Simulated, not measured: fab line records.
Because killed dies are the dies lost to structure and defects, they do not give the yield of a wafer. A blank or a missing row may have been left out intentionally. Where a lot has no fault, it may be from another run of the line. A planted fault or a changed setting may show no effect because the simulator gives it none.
Chamber matching -- flow sky130 -- SKY_METAL4_ETCH_17 on rie-diel-03 has 4 sister chambers
The step etches SiO2 in C4F8/O2/Ar, stops on TiN, time 3.9 s, target depth 15 nm. 8 wafers are shown with their chamber, then 11 later ones without.

## WAFERS WITH THEIR CHAMBER
wafer,chamber,oes-product-au (a.u.)
L079.4,3,0.768
L084.4,2,0.755
L086.2,0,0.748
L086.3,2,0.746
L089.2,0,0.751
L089.3,3,0.747
L089.6,1,0.760
L092.3,1,0.757

## WAFERS WHOSE CHAMBER IS MISSING
wafer,oes-product-au (a.u.)
L092.4,0.765
L092.5,0.754
L094.3,0.770
L094.5,0.762
L094.6,0.764
L096.4,0.758
L096.5,0.760
L096.6,0.764
L097.1,0.753
L097.5,0.750
L097.6,0.755

## WHICH CHAMBER EACH WENT THROUGH
wafer,from the rows above,in truth
L092.4,can't be placed: 1 or 3 or 2 or 0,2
L092.5,can't be placed: 2 or 3 or 0 or 1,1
L094.3,can't be placed: 1 or 3 or 2 or 0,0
L094.5,can't be placed: 1 or 3 or 2 or 0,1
L094.6,can't be placed: 1 or 3 or 2 or 0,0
L096.4,can't be placed: 1 or 3 or 2 or 0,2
L096.5,can't be placed: 1 or 3 or 2 or 0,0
L096.6,can't be placed: 1 or 3 or 2 or 0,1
L097.1,can't be placed: 2 or 0 or 3 or 1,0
L097.5,can't be placed: 0 or 2 or 3 or 1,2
L097.6,can't be placed: 3 or 1 or 2 or 0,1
Placed correctly: 0 of 11. Can't be placed from these rows: 11 (the true chamber is among the candidates in 11). Wrongly placed: 0.
How it was worked out, from the rows above alone: a wafer's distance from a chamber is the root of the sum, over the readings, of the square of ((its reading less the chamber's mean) divided by the reading's scatter). The wafer belongs to the nearest chamber; if the next one is less than 2 further off, it can't be placed. Each chamber's mean is taken over the wafers shown for it. How the scatter is found: for the shown wafers, subtract from each reading the mean of its chamber, square and add these, divide the total by (wafers less chambers), then take the root.
